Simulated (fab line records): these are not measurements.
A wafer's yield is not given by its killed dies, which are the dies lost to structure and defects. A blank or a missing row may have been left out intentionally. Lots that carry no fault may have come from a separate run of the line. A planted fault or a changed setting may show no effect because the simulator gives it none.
Problem report in the 8D (eight disciplines) form, filled by code :: flow sky130 :: the parts of the form that need people (team, actions taken, sign-off) are left out

== 1. PROBLEM STATEMENT ==
strip time to endpoint s at SKY_METAL4_STRIP_19 reads a mean of 6.87 s on 1 wafer of 1 lot; wafers without a fault read 6.50 s with a standard deviation of 0.071. Relative to the usual mean, that is a shift of +5.2 standard deviations.
The step: strips in O2/N2.
Earliest sighting: wafer L499.1 on plasma asher-04 at day 44 00:25. The record holds 33 wafers of 11 lots with a number at this step. The rule behind "out" and "out of limits": a value lying over 4 standard deviations away from the usual mean. The other wafers with a number count as sound.

== 2. WHAT IT IS; WHAT IT IS NOT ==
question: which readings at this step
is: strip time to endpoint s
is not: chamber pressure mTorr, drypump motor current A, n2 flow sccm

question: which lots
is: L499
is not: L492, L494, L495, L496, L497, L498, L500, L507, L512, L513

question: which wafers of those lots
is: L499.1
is not: L499.2, L499.4

question: read on which tools
is: plasma asher-04
is not: plasma asher-01, plasma asher-03

question: when
is: from day 44 00:25
is not: up to then (20 sound wafers); but 12 sound wafers of L500, L507, L512, L513 came after

== 3. SUSPECTS, AND WHAT RULES EACH OUT ==
Counting: if a tool at a process step up to the reading ran every lot that is out, it stays a suspect. Sound lots after the first of them don't rule it out here, since some wafers of a struck lot are sound.
- plasma asher-04 at SKY_CAPM_STRIP_14 (strips in O2/N2): kept. L499, the lot that is out, went through it at day 39 20:17; up to then, the latest sound lot through it was L498 at day 39 13:14.
- litho track-01 at SKY_METAL4_COAT_08 (resist thk 1140 nm): kept. L499, the lot that is out, went through it at day 43 12:00; up to then, the latest sound lot through it was L498 at day 43 05:00.
- plasma asher-04 at SKY_METAL4_STRIP_19 (strips in O2/N2): kept. It ran the lot that is out, L499 (day 44 00:25). Out on those wafers are its own readings of strip time to endpoint s.
- At SKY_METAL4_STRIP_19 on plasma asher-04, chamber 1 took the sound wafers of the same lots and chamber 0 took the wafers that are out.
After the count, these remain: plasma asher-04 at SKY_CAPM_STRIP_14, litho track-01 at SKY_METAL4_COAT_08 and plasma asher-04 at SKY_METAL4_STRIP_19.

== 4. THE CAUSE (what the simulator had put in) ==
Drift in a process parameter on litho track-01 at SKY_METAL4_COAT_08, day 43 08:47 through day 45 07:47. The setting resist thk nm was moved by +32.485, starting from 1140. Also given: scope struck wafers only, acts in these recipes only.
Counting leaves 3 suspects; this tool is one of them.

== 5. THE EFFECT CHAIN, in route order ==
Each row: a reading whose mean over the struck wafers that have a number lies more than 3 standard deviations from the usual. Only readings for which the record gives a usual standard deviation are gone through. hours: the time from each lot's start at the first step in this table that gives one to its start at this step, as a median over the lots. sigmas: the change in usual standard deviations.
hours: 0
step: SKY_METAL4_STRIP_19
reading: strip time to endpoint s
usual: 6.50 s
on struck wafers: 6.87
change: +0.37
sigmas: +5.2
The process steps in it:
- SKY_METAL4_STRIP_19: strips in O2/N2.
Later steps that measure or inspect, where all struck wafers having a row at the step show a number for every such reading and not one has moved that far: SKY_VIA4_THK_MEAS_20.

== 6. WHAT WOULD HAVE CAUGHT IT SOONER ==
In this record no reading fell out of limits until day 44 00:25, 16 hours after the fault had begun at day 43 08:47.
Tool readings at SKY_METAL4_COAT_08 with a usual standard deviation given in the record: none out on any struck wafer, hence no alarm at a limit of 4 standard deviations on them.
All the lots that are out (1) had begun SKY_METAL4_COAT_08 on litho track-01 by day 44 00:25. Tool hold at that time: it would have spared none of them.
